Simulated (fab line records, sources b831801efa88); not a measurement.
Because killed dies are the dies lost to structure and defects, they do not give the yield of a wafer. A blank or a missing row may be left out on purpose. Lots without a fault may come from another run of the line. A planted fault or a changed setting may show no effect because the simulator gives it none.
Which tool did it? | flow gf180mcu | Sampling: 24 lots, 72 wafers, 6 of 602 route steps

WHAT THE GAUGES READ, wafer by wafer
GF_M2_OVL_MEAS_15.
lot  | measured     | on         | M2_OVL (nm)
L074 | day 18 15:17 | overlay-02 | -8 -9 -1
L075 | day 20 01:12 | overlay-01 | -12 -12 -3
L076 | day 20 17:06 | overlay-01 | -13 -4 -12
L077 | day 20 18:53 | overlay-01 | -4 -2 -4
L078 | day 21 10:47 | overlay-01 | -2 2 -3
L079 | day 21 22:33 | overlay-02 | -9 1 -10
L081 | day 22 04:31 | overlay-01 | 1 1 -3
L080 | day 22 05:02 | overlay-01 | -7 -12 -5
L082 | day 22 17:15 | overlay-01 | 1 1 -1
L083 | day 22 20:06 | overlay-02 | -13 -7 -8
L084 | day 23 14:10 | overlay-01 | -7 -9 -9
L085 | day 23 22:59 | overlay-01 | 1 -12 -7
L087 | day 24 00:57 | overlay-02 | -9 -5 -3
L086 | day 24 04:37 | overlay-01 | -7 -12 -6
L088 | day 24 20:51 | overlay-01 | -13 -8 -16
L089 | day 25 02:51 | overlay-02 | -1 -3 1
L090 | day 25 05:41 | overlay-02 | -16 -12 -13
L091 | day 25 09:33 | overlay-01 | -10 -6 -11
L092 | day 26 02:40 | overlay-01 | -9 -2 -4
L093 | day 26 02:59 | overlay-01 | -16 -13 -7
L094 | day 26 08:03 | overlay-01 | -5 -9 -7
L095 | day 26 19:04 | overlay-02 | 1 3 3
L096 | day 26 20:55 | overlay-01 | 4 -3 5
L097 | day 27 02:14 | overlay-02 | -11 -4 0

GF_M4_THK_MEAS_06: measures by xrf.
lot  | measured     | on            | M4_ALCU_THK (nm)
L074 | day 21 22:49 | film-metro-02 | 446 456 451
L075 | day 23 06:50 | film-metro-02 | 465 455 453
L076 | day 23 22:32 | film-metro-01 | 449 438 456
L077 | day 23 23:29 | film-metro-02 | 449 451 453
L078 | day 24 13:38 | film-metro-01 | 447 437 446
L079 | day 25 00:30 | film-metro-01 | 434 448 430
L081 | day 25 06:57 | film-metro-01 | 439 458 439
L080 | day 25 07:16 | film-metro-01 | 446 446 438
L082 | day 25 17:56 | film-metro-01 | 447 437 445
L083 | day 25 19:40 | film-metro-02 | 452 449 462
L084 | day 26 13:16 | film-metro-04 | 447 442 445
L085 | day 26 21:50 | film-metro-02 | 452 446 446
L087 | day 27 02:25 | film-metro-02 | 449 450 449
L086 | day 27 03:16 | film-metro-01 | 447 447 449
L088 | day 27 17:38 | film-metro-02 | 450 457 446
L089 | day 28 02:20 | film-metro-01 | 444 439 449
L090 | day 28 03:02 | film-metro-01 | 448 456 459
L091 | day 28 04:56 | film-metro-04 | 449 440 441
L092 | day 28 20:06 | film-metro-02 | 453 462 459
L093 | day 28 21:01 | film-metro-02 | 448 453 455
L094 | day 29 02:14 | film-metro-02 | 449 452 452
L095 | day 29 11:26 | film-metro-02 | 437 449 456
L096 | day 29 14:00 | film-metro-02 | 449 450 448
L097 | day 29 19:37 | film-metro-02 | 453 460 464

GF_V5_BOW_MEAS_05.
lot  | measured     | on            | V5_BOW (um)
L074 | day 26 00:41 | film-metro-04 | 133 131 140
L075 | day 27 01:06 | film-metro-04 | 126 137 119
L076 | day 27 15:14 | film-metro-03 | 150 138 145
L077 | day 27 17:07 | film-metro-04 | 130 136 137
L078 | day 28 04:29 | film-metro-03 | 143 150 136
L079 | day 28 13:47 | film-metro-03 | 132 135 129
L081 | day 28 21:02 | film-metro-04 | 144 147 145
L080 | day 28 21:41 | film-metro-02 | 147 138 142
L082 | day 29 06:14 | film-metro-02 | 139 129 125
L083 | day 29 07:17 | film-metro-04 | 149 133 132
L084 | day 30 01:01 | film-metro-03 | 126 139 132
L085 | day 30 07:01 | film-metro-02 | 134 137 147
L087 | day 30 11:43 | film-metro-03 | 138 127 148
L086 | day 30 12:45 | film-metro-03 | 144 155 134
L088 | day 31 02:18 | film-metro-02 | 139 144 130
L089 | day 32 07:04 | film-metro-02 | 137 143 142
L090 | day 32 07:22 | film-metro-02 | 139 137 119
L091 | day 32 09:10 | film-metro-03 | 145 147 135
L092 | day 32 17:56 | film-metro-02 | 138 130 122
L093 | day 32 18:10 | film-metro-02 | 135 137 139
L094 | day 32 19:04 | film-metro-02 | 127 139 134
L095 | day 32 19:41 | film-metro-02 | 130 136 112
L096 | day 32 20:35 | film-metro-02 | 130 149 141
L097 | day 33 06:28 | film-metro-02 | 136 137 128

EACH LOT AND THE TOOL THAT RAN IT (in order: tool; ch and the chambers of the sampled wafers; start)
lot  | GF_V3_CVD_02                    | GF_V3_CMP_26                  | GF_M5_STRIP_11
L074 | pecvd-03 ch 1,2, day 20 20:25   | cmp-02 ch 0,1,3, day 21 22:14 | plasma-asher-02 ch 0,1, day 25 23:35
L075 | pecvd-03 ch 0,1, day 22 05:32   | cmp-01 ch 0,1,3, day 23 06:10 | plasma-asher-04 ch 0,1, day 26 23:56
L076 | pecvd-03 ch 0,1,2, day 22 21:03 | cmp-01 ch 0,1,2, day 23 21:53 | plasma-asher-01 ch 0,1, day 27 14:08
L077 | pecvd-04 ch 0,1, day 22 22:07   | cmp-01 ch 2,3, day 23 22:53   | plasma-asher-04 ch 0,1, day 27 15:59
L078 | pecvd-03 ch 0,1,2, day 23 13:31 | cmp-02 ch 0,2,3, day 24 13:03 | plasma-asher-04 ch 1, day 28 03:20
L079 | pecvd-03 ch 0,1,2, day 24 00:04 | cmp-02 ch 1,2,3, day 24 23:52 | plasma-asher-04 ch 0,1, day 28 12:41
L081 | pecvd-02 ch 0,1, day 24 05:49   | cmp-02 ch 0,1, day 25 06:20   | plasma-asher-02 ch 0,1, day 28 19:52
L080 | pecvd-03 ch 0,1,2, day 24 06:13 | cmp-02 ch 0,1,3, day 25 06:35 | plasma-asher-04 ch 0,1, day 28 20:32
L082 | pecvd-02 ch 0,1,2, day 24 17:39 | cmp-02 ch 0,3, day 25 17:14   | plasma-asher-04 ch 0,1, day 29 05:04
L083 | pecvd-04 ch 0,1,2, day 24 20:47 | cmp-01 ch 0,1, day 25 19:01   | plasma-asher-01 ch 0,1, day 29 06:11
L084 | pecvd-02 ch 0,2, day 25 13:58   | cmp-02 ch 2,3, day 26 12:36   | plasma-asher-02 ch 0,1, day 29 23:55
L085 | pecvd-02 ch 0,1, day 25 22:46   | cmp-02 ch 0,1,3, day 26 21:11 | plasma-asher-02 ch 0,1, day 30 05:53
L087 | pecvd-04 ch 0,1,2, day 26 03:11 | cmp-01 ch 0,2,3, day 27 01:49 | plasma-asher-01 ch 1, day 30 10:34
L086 | pecvd-03 ch 0,1,2, day 26 03:56 | cmp-02 ch 2,3, day 27 02:39   | plasma-asher-04 ch 0,1, day 30 11:37
L088 | pecvd-03 ch 1,2, day 26 19:01   | cmp-02 ch 0,2,3, day 27 17:05 | plasma-asher-01 ch 0,1, day 31 01:11
L089 | pecvd-02 ch 0,1, day 27 04:01   | cmp-01 ch 1,2,3, day 28 01:41 | plasma-asher-04 ch 0,1, day 31 09:32
L090 | pecvd-04 ch 1,2, day 27 04:22   | cmp-01 ch 2,3, day 28 02:23   | plasma-asher-02 ch 0,1, day 31 09:38
L091 | pecvd-04 ch 0,1, day 27 07:08   | cmp-02 ch 1,2,3, day 28 04:17 | plasma-asher-01 ch 0,1, day 31 11:29
L092 | pecvd-04 ch 0,1,2, day 27 23:09 | cmp-02 ch 0,3, day 28 19:26   | plasma-asher-04 ch 0,1, day 31 21:19
L093 | pecvd-02 ch 1,2, day 27 23:22   | cmp-02 ch 0,1,2, day 28 20:29 | plasma-asher-04 ch 0,1, day 31 21:29
L094 | pecvd-03 ch 1,2, day 28 04:55   | cmp-01 ch 0,2,3, day 29 01:36 | plasma-asher-01 ch 0,1, day 31 22:47
L095 | pecvd-03 ch 1,2, day 28 14:13   | cmp-02 ch 1,2, day 29 10:47   | plasma-asher-04 ch 0, day 32 01:56
L096 | pecvd-04 ch 0,2, day 28 16:04   | cmp-02 ch 0,1,2, day 29 13:27 | plasma-asher-04 ch 0,1, day 32 02:26
L097 | pecvd-04 ch 0,1,2, day 28 21:52 | cmp-02 ch 0,2,3, day 29 19:02 | plasma-asher-04 ch 0,1, day 32 23:23
- GF_V3_CVD_02: deposits SiO2 from TEOS, target thk 850 nm, time 94.851 s.
- GF_V3_CMP_26: polishes, stops on SiO2, t overpolish 15 s, target thk 0 nm.
- GF_M5_STRIP_11: strips in O2/N2.

AS READ BY THE TOOLS THEMSELVES (means over the sampled wafers that have a number; for cases with no such wafer, the mark the record gives instead)
GF_V3_CVD_02.
lot  | tool     | heater-power-w (W)
L074 | pecvd-03 | 674
L075 | pecvd-03 | 711
L076 | pecvd-03 | 697
L077 | pecvd-04 | 724
L078 | pecvd-03 | 747
L079 | pecvd-03 | 696
L081 | pecvd-02 | 564
L080 | pecvd-03 | 731
L082 | pecvd-02 | 533
L083 | pecvd-04 | 697
L084 | pecvd-02 | 599
L085 | pecvd-02 | 564
L087 | pecvd-04 | 658
L086 | pecvd-03 | 776
L088 | pecvd-03 | 685
L089 | pecvd-02 | 551
L090 | pecvd-04 | 623
L091 | pecvd-04 | 694
L092 | pecvd-04 | 681
L093 | pecvd-02 | 572
L094 | pecvd-03 | 671
L095 | pecvd-03 | 650
L096 | pecvd-04 | 702
L097 | pecvd-04 | 671

GF_V3_CMP_26.
lot  | tool   | motor-current-A (A) | overpolish-run-s (s) | time-to-endpoint-s (s)
L074 | cmp-02 | 11.3                | 14.997               | 83
L075 | cmp-01 | 10.6                | 15.003               | 86
L076 | cmp-01 | 9.9                 | 15.007               | 88
L077 | cmp-01 | 10.6                | 15.007               | 86
L078 | cmp-02 | 10.4                | 15.003               | 87
L079 | cmp-02 | 11.2                | 15.004               | 88
L081 | cmp-02 | 12.0                | 14.997               | 85
L080 | cmp-02 | 10.9                | 15.014               | 87
L082 | cmp-02 | 10.7                | 15.003               | 92
L083 | cmp-01 | 9.8                 | 15.001               | 84
L084 | cmp-02 | 10.9                | 15.005               | 88
L085 | cmp-02 | 11.5                | 14.993               | 87
L087 | cmp-01 | 10.5                | 14.995               | 93
L086 | cmp-02 | 10.0                | 15.000               | 91
L088 | cmp-02 | 10.9                | 14.991               | 87
L089 | cmp-01 | 10.7                | 14.989               | 88
L090 | cmp-01 | 11.0                | 14.998               | 89
L091 | cmp-02 | 11.4                | 14.995               | 89
L092 | cmp-02 | 10.2                | 15.000               | 92
L093 | cmp-02 | 11.5                | 15.003               | 88
L094 | cmp-01 | 10.7                | 14.995               | 88
L095 | cmp-02 | 11.5                | 14.997               | 87
L096 | cmp-02 | 11.2                | 14.999               | 89
L097 | cmp-02 | 10.8                | 14.999               | 88

GF_M5_STRIP_11.
lot  | tool            | drypump-motor-current-A (A) | heater-power-w (W) | oes-product-au (a.u.) | strip-time-to-endpoint-s (s)
L074 | plasma-asher-02 | 5.7                         | 355                | 0.524                 | 7.08
L075 | plasma-asher-04 | 5.7                         | 350                | 0.527                 | 7.09
L076 | plasma-asher-01 | 6.3                         | 333                | 0.520                 | 6.99
L077 | plasma-asher-04 | 6.1                         | 374                | 0.519                 | 7.03
L078 | plasma-asher-04 | 6.4                         | 392                | 0.525                 | 7.09
L079 | plasma-asher-04 | 5.7                         | 350                | 0.526                 | 7.09
L081 | plasma-asher-02 | 5.7                         | 358                | 0.525                 | 7.07
L080 | plasma-asher-04 | 6.1                         | 380                | 0.532                 | 7.13
L082 | plasma-asher-04 | 5.7                         | 355                | 0.528                 | 7.10
L083 | plasma-asher-01 | 6.3                         | 341                | 0.521                 | 7.03
L084 | plasma-asher-02 | 5.7                         | 339                | 0.522                 | 7.04
L085 | plasma-asher-02 | 5.7                         | 340                | 0.526                 | 7.10
L087 | plasma-asher-01 | 6.2                         | 321                | 0.530                 | 7.17
L086 | plasma-asher-04 | 6.1                         | 372                | 0.523                 | 7.07
L088 | plasma-asher-01 | 6.3                         | 338                | 0.526                 | 7.12
L089 | plasma-asher-04 | 6.0                         | 368                | 0.530                 | 7.08
L090 | plasma-asher-02 | 5.7                         | 362                | 0.518                 | 7.05
L091 | plasma-asher-01 | 6.3                         | 328                | 0.524                 | 7.05
L092 | plasma-asher-04 | 6.0                         | 370                | 0.528                 | 7.14
L093 | plasma-asher-04 | 5.7                         | 349                | 0.521                 | 7.07
L094 | plasma-asher-01 | 6.3                         | 324                | 0.523                 | 7.00
L095 | plasma-asher-04 | 5.3                         | 331                | 0.521                 | 6.99
L096 | plasma-asher-04 | 5.7                         | 353                | 0.521                 | 7.03
L097 | plasma-asher-04 | 6.1                         | 375                | 0.526                 | 7.05

THE ANSWER, worked out from the rows above alone
Rule: usual is defined by the lots themselves. Put in order of their means at a reading, lots are off if they are a third of the lots or fewer, leave a main group of 4 or more, and stand apart from it by a gap of 3 or more times the standard deviation of the main group's means; of several such gaps the widest counts. The tables above print the reading to a certain number of digits; a main group whose means all agree to those digits is not used. Also off: a lot with no number at a reading for which 4 or more lots have one. The other lots that the step has rows for count as sound. First the gauges in route order, then the tools' own readings, where a lot's mean is used as printed above. The first step at which some lot is off is used, and at that step the reading that is off furthest; a lot without a number counts as furthest.
No lot is off on any of the readings shown, so nothing can be concluded from this.

WHAT THE SIMULATOR HAD INSERTED
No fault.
